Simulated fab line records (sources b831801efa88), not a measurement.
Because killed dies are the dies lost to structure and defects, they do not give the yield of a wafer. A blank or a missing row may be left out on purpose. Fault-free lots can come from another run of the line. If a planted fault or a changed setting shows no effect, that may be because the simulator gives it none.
One fault through the eyes of 2 desks / flow sky130 / every desk sees just its own numbers, and what lay behind them comes last

FROM THE METROLOGY DESK
Means of the sampled wafers that have a number, per lot and without regard to the tool the lot ran on: this is what the gauges read. A lot is out of limits, marked OUT, if its mean lies more than 4 standard deviations from the usual mean; the brackets give that distance.
Columns: A = VIA2_W_RS at SKY_VIA2_RS_MEAS_22, usual 0.273 ohm/sq; B = VIA2_W_THK at SKY_VIA2_THK_MEAS_23, usual 413 nm
lot=L271; first seen here=day 38 13:31; A=0.277; B=406
lot=L272; first seen here=day 38 19:32; A=0.273; B=413
lot=L285; first seen here=day 42 15:43; A=0.269; B=423
lot=L286; first seen here=day 43 01:17; A=0.271; B=418
lot=L287; first seen here=day 43 04:29; A=0.271; B=418
This desk found nothing out of limits on any of the 5 lots.

FOR THE TOOL OWNER'S DESK: pvd_sputter-03
The tool's own readings at SKY_METAL3_SPUTTER_03 (material Ti, target thk 5 nm, time 3.3 s): means of the sampled wafers that have a number, for each lot that ran on this tool. A lot is out of limits, marked OUT, if its mean lies more than 4 standard deviations from the usual mean; the brackets give that distance.
Columns: A = throttle_valve_pct at SKY_METAL3_SPUTTER_03, usual 30.2 %
lot=L271; first seen here=day 38 14:04; A=30.7
lot=L285; first seen here=day 42 16:16; A=30.8
This desk found nothing out of limits on any of the 2 lots.

TAKEN TOGETHER
Nothing out of limits was seen by the metrology desk.
Nothing out of limits was seen by the tool owner's desk.

WHAT WAS PUT IN BY THE SIMULATOR
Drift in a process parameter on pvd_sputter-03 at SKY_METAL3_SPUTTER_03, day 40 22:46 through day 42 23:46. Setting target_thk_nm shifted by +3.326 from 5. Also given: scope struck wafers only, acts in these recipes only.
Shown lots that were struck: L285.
